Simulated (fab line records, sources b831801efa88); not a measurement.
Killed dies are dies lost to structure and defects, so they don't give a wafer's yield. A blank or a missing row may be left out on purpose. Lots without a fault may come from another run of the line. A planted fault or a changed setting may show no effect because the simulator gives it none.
A struck lot beside a sound one | flow gf180mcu | 23 steps out of a route of 602
Sound: wafers L832.2, L832.3, L832.6. Struck: wafers L843.1, L843.4, L843.5. The cause comes at the end.
At each step with rows: each side's tool, then ch and its chambers, then its first start. Under that, the readings that differ: sound wafers | struck wafers | difference of the means | sigmas: that difference in standard deviations of wafers without a fault.
alike: readings whose means differ by less than 2 such deviations, and words and numbers that are the same on both sides. not compared: withheld readings, readings that some wafer has no value for, bounds like >300 that may hide the same value, and numbers for which the record gives no deviation and whose values overlap.
The two part at a step that has a row with sigmas, a row that says differs or no value, or rows on one side only. Numbers that don't overlap but have no deviation are shown without sigmas and don't part them. A reading that every wafer of one side lacks parts them only if that side has two wafers or more.

first, 4 steps without rows for these wafers: GF_NSD_SOFTBAKE_03 (time 60 s); GF_NSD_EXPOSE_04 (exposes mask Nplus, target cd 400 nm); GF_NSD_PEB_05; GF_NSD_DEVELOP_06 (develop time 60 s).
GF_NSD_CD_MEAS_07: target cd 400 nm.
  sound on cd_sem-01, day 17 20:39; struck on cd_sem-02, day 21 10:38
  alike: cd_nm
GF_NSD_OVL_MEAS_08:
  sound on overlay-02, day 17 20:46; struck on overlay-01, day 21 10:45
  alike: NSD_OVL
then, 2 steps without rows for these wafers: GF_NSD_IMPLANT_09; GF_NSD_IMPLANT_10.
GF_NSD_STRIP_11: strips in O2/N2.
  sound on plasma_asher-03 ch 0, day 17 21:05; struck on plasma_asher-03 ch 0, day 21 11:05
  alike: chamber_pressure_mTorr, drypump_motor_current_A, heater_power_w, o2_flow_sccm, oes_product_au, strip_time_to_endpoint_s
  not compared: rf_hours_counter_h
GF_NSD_TW_MEAS_12:
  sound on film_metro-03, day 17 21:12; struck on film_metro-03, day 21 11:11
  alike: NSD_TW
then, 2 steps without rows for these wafers: GF_PSD_DEHYDRATE_00 (time 60 s); GF_PSD_HMDS_01 (prime time 60 s).
GF_PSD_COAT_02: resist thk 1000 nm.
  sound on litho_track-02 ch 0, day 18 08:51; struck on litho_track-02 ch 0, day 21 22:55
  reading                                  | sound           | struck         | difference | sigmas
  model.NOVOLAK_of_PSD_COAT_02.thk_nm (nm) | 1000 1000 997.5 | 1043 1042 1042 | +43        |
  alike: exhaust_pa
then, 3 steps without rows for these wafers: GF_PSD_SOFTBAKE_03 (time 60 s); GF_PSD_EXPOSE_04 (exposes mask Pplus, target cd 400 nm); GF_PSD_PEB_05.
GF_PSD_DEVELOP_06: develop time 60 s.
  sound on litho_track-04 ch 0, day 18 21:12; struck on litho_track-02 ch 0, day 22 10:22
  reading                                  | sound             | struck         | difference | sigmas
  model.NOVOLAK_of_PSD_COAT_02.thk_nm (nm) | 999.8 999.8 997.1 | 1042 1042 1042 | +43        |
  alike: exhaust_pa
GF_PSD_CD_MEAS_07: target cd 400 nm.
  sound on cd_sem-01, day 18 21:22; struck on cd_sem-02, day 22 10:31
  alike: cd_nm
GF_PSD_OVL_MEAS_08:
  sound on overlay-02, day 18 21:28; struck on overlay-02, day 22 10:38
  alike: PSD_OVL
then, 1 step without rows for these wafers: GF_PSD_IMPLANT_09.
GF_PSD_STRIP_10: strips in O2/N2.
  sound on plasma_asher-04 ch 0,1, day 18 21:38; struck on plasma_asher-03 ch 0,1, day 22 10:50
  reading                      | sound             | struck            | difference | sigmas
  drypump_motor_current_A (A)  | 4.9 5.4 5.4       | 6.4 6.4 6.4       | +1.2       | +2
  strip_time_to_endpoint_s (s) | 16.50 16.51 16.49 | 17.05 17.01 17.01 | +0.52      | +14
  alike: chamber_pressure_mTorr, heater_power_w, o2_flow_sccm, oes_product_au
  not compared: rf_hours_counter_h
GF_PSD_TW_MEAS_11:
  sound on film_metro-03, day 18 21:45; struck on film_metro-02, day 22 10:56
  alike: PSD_TW
GF_PASSIVATION_PROBE_99:
  the record has rows for the sound wafers here (prober-01, day 32 22:13) and none for the struck ones

WHERE THEY PART
First at GF_PSD_STRIP_10; last, within this record, at GF_PASSIVATION_PROBE_99.

WHY: what the simulator had put in
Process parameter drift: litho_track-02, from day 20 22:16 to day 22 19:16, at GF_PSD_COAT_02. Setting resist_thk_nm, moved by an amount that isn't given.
